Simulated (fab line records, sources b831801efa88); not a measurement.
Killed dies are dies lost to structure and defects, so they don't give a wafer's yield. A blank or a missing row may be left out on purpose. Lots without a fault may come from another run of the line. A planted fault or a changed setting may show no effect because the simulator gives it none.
fab line records | flow sky130 | part 1 of 2: steps 1 to 23 of 32
record lots=5 wafers=15 last_day=50
route steps=708 shown POLY_GATE@221 LDD_N@237
lots that met no fault: from a run of the same line without faults
start_h: hours from the record's first day to the start of the lot's first wafer shown | wait_h: hours since the lot's step before | " the same as in the row above | L1.1+2: a row that stands for several wafers | - no value, or no start given | * or withheld: withheld | < > ~ a bound
route shown NAME@n: a module of which the file shows steps, and the number in the route of the first | usual: mean/standard deviation of fault-free wafers | same: alike in all rows | chamber/n: place in a boat | sites: the reading at each site | _std_site: their standard deviation | _edge_site: outer sites' mean less inner sites' | radius_mm: how far each site lies from the wafer's centre | mask NAME#n: copy n | behind: the tool/chamber that last shaped the wafer | hold: why the lot was held/for how many hours/how that ended | device: the transistor (n, p or np) that didn't switch | end of line: the same wafers' tests at the end of the route | a step without rows: its recipe alone | killed: dies lost to structure and defects at the first sort, not the wafer's yield | map: a wafer's dies, x killed, . not, _ none there
set.NAME: the setting as run; set.NAME@STEP: as run at that earlier step | model.NAME: the simulator's own value behind a step, which no gauge read
lots at some steps of the route; a table a step, a row a wafer
services: from which hour (start_h, from the record's first day; less than 0 if before it) a tool's chamber was out of use, for how many hours, and why
## steps
# step SKY_POLY_GATE_COAT_07
# recipe resist=BARC temp_c=withheld time_s=withheld spin_rpm=3000 resist_thk_nm=110
# usual exhaust_pa=45.2/0.84
# columns lot.wafer tool chamber start_h wait_h exhaust_pa
L078.2 litho_track-04 0 386.88 0.1 45.1
L078.3 " 0 " " 45.9
L078.4 " 0 " " 44.7
L084.3 litho_track-03 0 471.42 0.1 45.5
L084.4 " 0 " " 46.3
L084.6 " 0 " " 45.6
L086.1 litho_track-01 0 478.46 0.1 45.5
L086.3 " 0 " " 46.0
L086.4 " 0 " " 46.1
L095.1 litho_track-03 0 538.32 0.1 44.8
L095.2 " 0 " " 45.1
L095.6 " 0 " " 46.4
L097.2 litho_track-03 0 574.44 0.1 43.4
L097.5 " 0 " " 44.3
L097.6 " 0 " " 43.4
# step SKY_POLY_GATE_COAT_08
# recipe resist=KrF-thick spin_rpm=3000 resist_thk_nm=450
# usual exhaust_pa=44.7/0.9
# columns lot.wafer tool chamber start_h wait_h exhaust_pa
L078.2 litho_track-04 0 - - 44.7
L078.3 " 0 " " 44.5
L078.4 " 0 " " 43.7
L084.3 litho_track-03 0 - - 44.2
L084.4 " 0 " " 44.6
L084.6 " 0 " " 45.6
L086.1 litho_track-01 0 - - 45.7
L086.3 " 0 " " 45.1
L086.4 " 0 " " 45.2
L095.1 litho_track-03 0 - - 45.6
L095.2 " 0 " " 46.3
L095.6 " 0 " " 46.8
L097.2 litho_track-03 0 - - 45.9
L097.5 " 0 " " 44.7
L097.6 " 0 " " 45.9
# step SKY_POLY_GATE_SOFTBAKE_09
# recipe temp_c=100 time_s=90 resist=KrF-thick
# usual exhaust_pa=44.8/0.83
# same time_s=90
# columns lot.wafer tool chamber start_h wait_h exhaust_pa
L078.2 litho_track-04 0 - - 44.4
L078.3 " 0 " " 44.4
L078.4 " 0 " " 46.2
L084.3 litho_track-03 0 - - 44.9
L084.4 " 0 " " 46.8
L084.6 " 0 " " 45.1
L086.1 litho_track-01 0 - - 44.2
L086.3 " 0 " " 43.6
L086.4 " 0 " " 43.4
L095.1 litho_track-03 0 - - 45.3
L095.2 " 0 " " 45.0
L095.6 " 0 " " 44.8
L097.2 litho_track-03 0 - - 44.9
L097.5 " 0 " " 44.9
L097.6 " 0 " " 44.7
# step SKY_POLY_GATE_EXPOSE_10
# recipe mask_id=P1M na=0.68 source_shape=conventional sigma_outer=0.6 target_cd_nm=150 dose_mj=28
# usual stage_vel_mm_s=500.00/0.25
# columns lot.wafer tool chamber start_h wait_h mask stage_vel_mm_s
L078.2 krf_scanner-02 0 - - P1M#0 500.29
L078.3 " 0 " " P1M#0 500.36
L078.4 " 0 " " P1M#0 500.25
L084.3 krf_scanner-02 0 - - P1M#0 500.11
L084.4 " 0 " " P1M#0 500.12
L084.6 " 0 " " P1M#0 500.12
L086.1 krf_scanner-02 0 - - P1M#0 499.28
L086.3 " 0 " " P1M#0 500.04
L086.4 " 0 " " P1M#0 499.42
L095.1 krf_scanner-02 0 - - P1M#0 500.33
L095.2 " 0 " " P1M#0 499.94
L095.6 " 0 " " P1M#0 500.19
L097.2 krf_scanner-01 0 - - P1M#0 499.91
L097.5 " 0 " " P1M#0 500.30
L097.6 " 0 " " P1M#0 500.12
# step SKY_POLY_GATE_PEB_11
# recipe peb_temp_c=withheld peb_time_s=withheld resist=KrF-thick
# usual exhaust_pa=44.9/0.91
# columns lot.wafer tool chamber start_h wait_h exhaust_pa
L078.2 litho_track-04 0 - - 43.8
L078.3 " 0 " " 45.9
L078.4 " 0 " " 44.9
L084.3 litho_track-04 0 - - 44.4
L084.4 " 0 " " 44.1
L084.6 " 0 " " 45.7
L086.1 litho_track-01 0 - - 43.0
L086.3 " 0 " " 44.8
L086.4 " 0 " " 44.4
L095.1 litho_track-03 0 - - 46.1
L095.2 " 0 " " 44.9
L095.6 " 0 " " 46.9
L097.2 litho_track-01 0 - - 45.3
L097.5 " 0 " " 43.5
L097.6 " 0 " " 45.7
# step SKY_POLY_GATE_DEVELOP_12
# recipe develop_time_s=60 resist=KrF-thick dev_temp_c=21
# usual exhaust_pa=45.0/0.87
# columns lot.wafer tool chamber start_h wait_h exhaust_pa
L078.2 litho_track-04 0 - - 43.0
L078.3 " 0 " " 44.9
L078.4 " 0 " " 44.7
L084.3 litho_track-04 0 - - 45.4
L084.4 " 0 " " 45.2
L084.6 " 0 " " 44.3
L086.1 litho_track-01 0 - - 45.9
L086.3 " 0 " " 45.9
L086.4 " 0 " " 46.0
L095.1 litho_track-03 0 - - 46.8
L095.2 " 0 " " 44.5
L095.6 " 0 " " 44.0
L097.2 litho_track-01 0 - - 43.9
L097.5 " 0 " " 45.6
L097.6 " 0 " " 43.9
# step SKY_POLY_GATE_CD_MEAS_13
# recipe target_cd_nm=150
# usual cd_nm=150.1/1.2
# columns lot.wafer tool chamber start_h wait_h cd_nm
L078.2 cd_sem-02 - 401.53 - 150.2
L078.3 " - " " 150.2
L078.4 " - " " 151.4
L084.3 cd_sem-01 - 488.05 - 151.8
L084.4 " - " " 150.6
L084.6 " - " " 151.4
L086.1 cd_sem-01 - 494.51 - 150.5
L086.3 " - " " 149.7
L086.4 " - " " 150.5
L095.1 cd_sem-02 - 553.82 - 149.6
L095.2 " - " " 148.8
L095.6 " - " " 148.1
L097.2 cd_sem-01 - 588.93 - 151.7
L097.5 " - " " 148.9
L097.6 " - " " 151.1
# step SKY_POLY_GATE_OVL_MEAS_14
# usual POLY_GATE_OVL=-2/6.5
# columns lot.wafer tool chamber start_h wait_h POLY_GATE_OVL[nm]
L078.2 overlay-02 - 401.63 0.1 -1
L078.3 " - " " -8
L078.4 " - " " -2
L084.3 overlay-02 - 488.14 0.1 2
L084.4 " - " " -6
L084.6 " - " " -4
L086.1 overlay-02 - 494.63 0.1 -5
L086.3 " - " " -6
L086.4 " - " " -16
L095.1 overlay-02 - 553.94 0.1 -1
L095.2 " - " " -8
L095.6 " - " " -12
L097.2 overlay-02 - 589.03 0.1 -12
L097.5 " - " " -4
L097.6 " - " " -7
# step SKY_POLY_GATE_ETCH_15
# recipe chemistry=N2/H2 target=BARC ion_energy_ev=200 source_w=500 bias_w=100 pressure_mtorr=30 n2_flow_sccm=100 h2_flow_sccm=200 stop_on=SiO2 time_s=118.5 target_depth_a=1100
# usual drypump_motor_current_A=5.8/0.45 n2_flow_sccm=100.0/0.31 oes_product_au=0.716/0.0048 throttle_valve_pct=13.213/0.0092
# same time_s=118.5
# columns lot.wafer tool chamber start_h wait_h drypump_motor_current_A n2_flow_sccm oes_product_au rf_hours_counter_h throttle_valve_pct
L078.2 rie_diel-02 2 401.66 0.0 6.0 99.9 0.720 1 13.227
L078.3 " 0 " " 6.3 100.3 0.717 1 13.214
L078.4 " 1 " " 4.8 100.1 0.712 - 13.225
L084.3 rie_diel-02 2 488.16 0.0 6.0 100.6 0.717 3 13.215
L084.4 " 3 " " 5.9 100.6 0.713 1 13.190
L084.6 " 3 " " 5.9 100.3 0.716 - 13.222
L086.1 rie_diel-01 1 494.66 0.0 5.4 100.7 0.713 76 13.210
L086.3 " 0 " " 6.1 99.8 0.720 15 13.220
L086.4 " 3 " " 6.0 100.0 0.716 74 13.216
L095.1 rie_diel-01 3 553.97 0.0 6.0 99.7 0.716 75 13.215
L095.2 " 1 " " 5.4 100.4 0.719 78 13.209
L095.6 " 2 " " 5.7 100.5 0.713 - 13.199
L097.2 rie_diel-01 3 589.06 0.0 6.0 100.3 0.714 76 13.204
L097.5 " 3 " " 6.0 100.2 0.720 - 13.221
L097.6 " 0 " " 6.1 100.3 0.728 - 13.208
# step SKY_POLY_GATE_ETCH_16
# recipe stop_on=poly-Si chemistry=CH3F/O2 target=Si3N4 source_w=400 bias_w=80 pressure_mtorr=25 ch3f_flow_sccm=40 O2_flow_sccm=30 time_s=147.5 target_depth_a=750
# usual drypump_motor_current_A=5.8/0.45 oes_product_au=0.639/0.0056 throttle_valve_pct=10.535/0.0089
# same time_s=147.5
# columns lot.wafer tool chamber start_h wait_h drypump_motor_current_A oes_product_au rf_hours_counter_h throttle_valve_pct
L078.2 rie_diel-02 2 401.75 0.0 6.0 0.644 1 10.527
L078.3 " 0 " " 6.3 0.638 1 10.545
L078.4 " 1 " " 4.8 0.642 - 10.537
L084.3 rie_diel-02 2 488.24 0.0 6.0 0.641 3 10.524
L084.4 " 3 " " 5.9 0.642 1 10.534
L084.6 " 3 " " 5.9 0.650 - 10.548
L086.1 rie_diel-01 1 494.75 0.0 5.4 0.637 76 10.533
L086.3 " 0 " " 6.1 0.635 15 10.546
L086.4 " 3 " " 6.0 0.640 74 10.555
L095.1 rie_diel-01 3 554.06 0.0 6.0 0.642 75 10.539
L095.2 " 1 " " 5.4 0.634 78 10.560
L095.6 " 2 " " 5.6 0.642 - 10.547
L097.2 rie_diel-01 3 589.15 0.0 6.0 0.642 76 10.547
L097.5 " 3 " " 6.0 0.643 - 10.554
L097.6 " 0 " " 6.1 0.637 - 10.537
# step SKY_POLY_GATE_ETCH_17
# recipe target_depth_nm=180 stop_on=SiO2 over_etch_frac=0.56667 chemistry=HBr/Cl2 target=poly-Si icp_w=400 bias_w=100 pressure_mtorr=10 HBr_flow_sccm=150 Cl2_flow_sccm=50 time_s=70.5
# usual drypump_motor_current_A=5.4/0.54 oes_product_au=0.986/0.0075 throttle_valve_pct=33.685/0.0093
# same time_s=70.5
# columns lot.wafer tool chamber start_h wait_h drypump_motor_current_A oes_product_au rf_hours_counter_h throttle_valve_pct
L078.2 rie_si-02 0 401.84 0.0 5.8 0.991 1 33.675
L078.3 " 2 " " 4.9 0.985 5 33.688
L078.4 " 1 " " 6.0 0.992 1 33.683
L084.3 rie_si-02 3 488.34 0.0 5.4 0.992 1 33.680
L084.4 " 2 " " 4.9 1.000 6 33.693
L084.6 " 1 " " 6.0 0.993 - 33.699
L086.1 rie_si-02 1 494.85 0.0 6.0 0.994 1 33.683
L086.3 " 0 " " 5.8 0.999 2 33.693
L086.4 " 3 " " 5.3 0.993 2 33.683
L095.1 rie_si-02 3 554.16 0.0 5.4 0.986 2 33.693
L095.2 " 1 " " 6.0 0.992 2 33.693
L095.6 " 3 " " 5.3 0.983 - 33.686
L097.2 rie_si-02 2 589.24 0.0 4.9 0.986 6 33.696
L097.5 " 1 " " 6.0 0.993 - 33.679
L097.6 " 3 " " 5.4 0.986 - 33.697
# step SKY_POLY_GATE_STRIP_18
# recipe chemistry=O2/N2 power_w=1400 pressure_mtorr=1500 platen_temp_c=withheld o2_flow_sccm=3000 n2_flow_sccm=300 overash_fraction=0.5
# usual drypump_motor_current_A=5.9/0.34 n2_flow_sccm=300.0/0.84 oes_product_au=0.360/0.004 strip_time_to_endpoint_s=3.16/0.039
# columns lot.wafer tool chamber start_h wait_h drypump_motor_current_A n2_flow_sccm oes_product_au rf_hours_counter_h strip_time_to_endpoint_s
L078.2 plasma_asher-03 0 401.90 0.0 5.4 300.6 0.359 70 3.14
L078.3 " 0 " " 5.4 299.9 0.355 - 3.11
L078.4 " 1 " " 6.1 299.8 0.357 - 3.17
L084.3 plasma_asher-03 0 488.43 0.1 5.4 299.6 0.357 - 3.16
L084.4 " 1 " " 6.2 298.9 0.359 - 3.14
L084.6 " 0 " " 5.4 299.8 0.362 - 3.15
L086.1 plasma_asher-03 0 494.90 0.0 5.4 300.0 0.359 82 3.24
L086.3 " 0 " " 5.4 299.0 0.360 - 3.19
L086.4 " 1 " " 6.1 299.8 0.365 - 3.16
L095.1 plasma_asher-03 0 554.21 0.0 5.4 299.6 0.360 89 3.15
L095.2 " 1 " " 6.1 300.0 0.359 89 3.14
L095.6 " 0 " " 5.4 300.3 0.360 - 3.11
L097.2 plasma_asher-03 1 589.30 0.0 6.2 299.0 0.361 93 3.16
L097.5 " 1 " " 6.1 301.0 0.358 - 3.18
L097.6 " 0 " " 5.4 298.9 0.357 - 3.19
# step SKY_POLY_GATE_CLEAN_19
# recipe chemistry=SC1/SC2 mix=1:4:20 temp_c=70 time_s=150 dry=n2_spin
# usual temp_c=70.00/0.13
# same time_s=150
# columns lot.wafer tool chamber start_h wait_h temp_c
L078.2 wet_bench-04 0 402.00 0.1 69.80
L078.3 " 0 " " 69.94
L078.4 " 0 " " 69.87
L084.3 wet_bench-01 1 488.50 0.0 69.83
L084.4 " 1 " " 69.93
L084.6 " 1 " " 70.00
L086.1 wet_bench-04 2 495.00 0.1 70.05
L086.3 " 2 " " 70.03
L086.4 " 2 " " 70.16
L095.1 wet_bench-01 3 554.31 0.1 70.11
L095.2 " 3 " " 70.22
L095.6 " 3 " " 70.15
L097.2 wet_bench-03 3 589.40 0.1 70.16
L097.5 " 3 " " 70.22
L097.6 " 3 " " 70.14
# step SKY_POLY_GATE_OXIDATION_20
# recipe temp_c=850 ambient=O2 stabilise_s=600 purge_s=300 target_thk_a=40 ox_time_s=899
# usual ox_temp_c=850.0/0.45
# same purge_s=300
# columns lot.wafer tool chamber start_h wait_h ox_temp_c
L078.2 furnace-02 0 405.66 3.6 850.1
L078.3 " 0 " " 849.9
L078.4 " 0 " " 849.5
L084.3 furnace-01 0 488.55 0.0 849.9
L084.4 " 0 " " 849.8
L084.6 " 0 " " 850.0
L086.1 furnace-01 0 495.34 0.3 849.6
L086.3 " 0 " " 849.8
L086.4 " 0 " " 850.0
L095.1 furnace-02 0 554.36 0.0 850.4
L095.2 " 0 " " 849.7
L095.6 " 0 " " 850.1
L097.2 furnace-01 0 589.45 0.0 849.6
L097.5 " 0 " " 849.3
L097.6 " 0 " " 849.3
# step SKY_POLY_GATE_THK_MEAS_21
# recipe reads=SiO2_of_POLY_GATE_OXIDATION_20
# usual POLY_GATE_OXIDATION_THK=4.03/0.083
# columns lot.wafer tool chamber start_h wait_h POLY_GATE_OXIDATION_THK[nm]
L078.2 film_metro-01 - 406.92 0.0 4.04
L078.3 " - " " 4.03
L078.4 " - " " 4.07
L084.3 film_metro-04 - 489.82 0.0 4.05
L084.4 " - " " 4.01
L084.6 " - " " 3.97
L086.1 film_metro-04 - 496.59 0.0 4.04
L086.3 " - " " 3.92
L086.4 " - " " 3.94
L095.1 film_metro-04 - 555.61 0.0 4.07
L095.2 " - " " 4.15
L095.6 " - " " 4.12
L097.2 film_metro-04 - 590.71 0.0 4.02
L097.5 " - " " 3.98
L097.6 " - " " 4.02
# step SKY_POLY_GATE_CD_MEAS_22
# usual cd_nm=149.3/2.4
# columns lot.wafer tool chamber start_h wait_h cd_nm
L078.2 cd_sem-02 - 407.00 0.1 148.7
L078.3 " - " " 149.2
L078.4 " - " " 152.8
L084.3 cd_sem-01 - 489.92 0.1 153.4
L084.4 " - " " 153.2
L084.6 " - " " 150.7
L086.1 cd_sem-01 - 496.65 0.1 147.6
L086.3 " - " " 150.0
L086.4 " - " " 152.7
L095.1 cd_sem-02 - 555.67 0.1 150.2
L095.2 " - " " 145.9
L095.6 " - " " 146.5
L097.2 cd_sem-02 - 590.79 0.1 154.1
L097.5 " - " " 151.0
L097.6 " - " " 151.8
# step SKY_LDD_N_DEHYDRATE_00
# recipe temp_c=200 time_s=60
# usual exhaust_pa=44.9/0.84
# same time_s=60
# columns lot.wafer tool chamber start_h wait_h exhaust_pa
L078.2 litho_track-04 0 420.93 13.9 45.3
L078.3 " 0 " " 45.1
L078.4 " 0 " " 45.6
L084.3 litho_track-02 0 504.68 14.7 45.3
L084.4 " 0 " " 44.7
L084.6 " 0 " " 43.7
L086.1 litho_track-02 0 511.68 15.0 44.0
L086.3 " 0 " " 43.6
L086.4 " 0 " " 43.2
L095.1 litho_track-01 0 570.01 14.3 45.7
L095.2 " 0 " " 43.1
L095.6 " 0 " " 45.3
L097.2 litho_track-04 0 604.98 14.2 43.8
L097.5 " 0 " " 45.3
L097.6 " 0 " " 44.9
# step SKY_LDD_N_HMDS_01
# recipe prime_time_s=60 prime_temp_c=120
# usual exhaust_pa=44.8/0.9
# columns lot.wafer tool chamber start_h wait_h exhaust_pa
L078.2 litho_track-04 0 421.08 0.1 44.9
L078.3 " 0 " " 43.3
L078.4 " 0 " " 43.7
L084.3 litho_track-02 0 504.83 0.1 44.7
L084.4 " 0 " " 44.4
L084.6 " 0 " " 44.1
L086.1 litho_track-02 0 511.83 0.1 44.6
L086.3 " 0 " " 44.5
L086.4 " 0 " " 46.1
L095.1 litho_track-01 0 570.16 0.1 45.5
L095.2 " 0 " " 45.0
L095.6 " 0 " " 46.1
L097.2 litho_track-04 0 605.13 0.1 43.7
L097.5 " 0 " " 43.6
L097.6 " 0 " " 44.4
# step SKY_LDD_N_COAT_02
# recipe resist=NOVOLAK spin_rpm=3000 resist_thk_nm=300
# usual exhaust_pa=45.1/1
# columns lot.wafer tool chamber start_h wait_h exhaust_pa
L078.2 litho_track-04 0 421.23 0.1 44.4
L078.3 " 0 " " 44.1
L078.4 " 0 " " 44.8
L084.3 litho_track-02 0 504.98 0.1 46.4
L084.4 " 0 " " 46.4
L084.6 " 0 " " 46.0
L086.1 litho_track-02 0 511.98 0.1 44.3
L086.3 " 0 " " 45.0
L086.4 " 0 " " 45.4
L095.1 litho_track-01 0 570.31 0.1 45.0
L095.2 " 0 " " 44.3
L095.6 " 0 " " 44.5
L097.2 litho_track-04 0 605.28 0.1 45.6
L097.5 " 0 " " 45.9
L097.6 " 0 " " 46.2
# step SKY_LDD_N_SOFTBAKE_03
# recipe temp_c=90 time_s=60 resist=NOVOLAK
# usual exhaust_pa=44.9/0.81
# same time_s=60
# columns lot.wafer tool chamber start_h wait_h exhaust_pa
L078.2 litho_track-04 0 421.38 0.1 44.2
L078.3 " 0 " " 43.4
L078.4 " 0 " " 44.0
L084.3 litho_track-02 0 505.13 0.1 46.0
L084.4 " 0 " " 46.3
L084.6 " 0 " " 44.5
L086.1 litho_track-02 0 512.13 0.1 45.3
L086.3 " 0 " " 45.7
L086.4 " 0 " " 46.5
L095.1 litho_track-01 0 570.46 0.1 44.6
L095.2 " 0 " " 45.3
L095.6 " 0 " " 45.9
L097.2 litho_track-04 0 605.43 0.1 45.6
L097.5 " 0 " " 45.1
L097.6 " 0 " " 45.5
# step SKY_LDD_N_EXPOSE_04
# recipe mask_id=NTM target_cd_nm=840 na=0.6 source_shape=conventional sigma_outer=0.6 dose_mj=110
# usual stage_vel_mm_s=499.99/0.25
# columns lot.wafer tool chamber start_h wait_h mask stage_vel_mm_s
L078.2 iline_stepper-01 0 - - NTM#0 499.95
L078.3 " 0 " " NTM#0 500.31
L078.4 " 0 " " NTM#0 500.06
L084.3 iline_stepper-02 0 - - NTM#0 499.96
L084.4 " 0 " " NTM#0 499.86
L084.6 " 0 " " NTM#0 499.75
L086.1 iline_stepper-02 0 - - NTM#0 500.16
L086.3 " 0 " " NTM#0 499.79
L086.4 " 0 " " NTM#0 500.25
L095.1 iline_stepper-01 0 - - NTM#0 500.07
L095.2 " 0 " " NTM#0 499.84
L095.6 " 0 " " NTM#0 500.23
L097.2 iline_stepper-02 0 - - NTM#0 499.72
L097.5 " 0 " " NTM#0 499.59
L097.6 " 0 " " NTM#0 499.83
# step SKY_LDD_N_PEB_05
# recipe temp_c=withheld time_s=* resist=NOVOLAK
# usual exhaust_pa=45.0/0.82
# same time_s=*
# columns lot.wafer tool chamber start_h wait_h exhaust_pa
L078.2 litho_track-04 0 - - 44.5
L078.3 " 0 " " 45.2
L078.4 " 0 " " 45.7
L084.3 litho_track-01 0 - - 45.8
L084.4 " 0 " " 44.0
L084.6 " 0 " " 44.8
L086.1 litho_track-02 0 - - 46.2
L086.3 " 0 " " 46.0
L086.4 " 0 " " 45.3
L095.1 litho_track-04 0 - - 45.4
L095.2 " 0 " " 45.2
L095.6 " 0 " " 45.0
L097.2 litho_track-01 0 - - 44.6
L097.5 " 0 " " 46.0
L097.6 " 0 " " 45.4
# step SKY_LDD_N_DEVELOP_06
# recipe develop_time_s=60 dev_temp_c=23
# usual exhaust_pa=45.2/0.91
# columns lot.wafer tool chamber start_h wait_h exhaust_pa
L078.2 litho_track-04 0 437.23 0.1 43.9
L078.3 " 0 " " 44.6
L078.4 " 0 " " 46.1
L084.3 litho_track-01 0 520.61 0.1 44.8
L084.4 " 0 " " 44.3
L084.6 " 0 " " 46.3
L086.1 litho_track-02 0 527.38 0.1 46.0
L086.3 " 0 " " 44.1
L086.4 " 0 " " 45.1
L095.1 litho_track-04 0 584.56 0.1 44.1
L095.2 " 0 " " 47.0
L095.6 " 0 " " 46.6
L097.2 litho_track-01 0 619.33 0.1 43.6
L097.5 " 0 " " 45.2
L097.6 " 0 " " 44.6
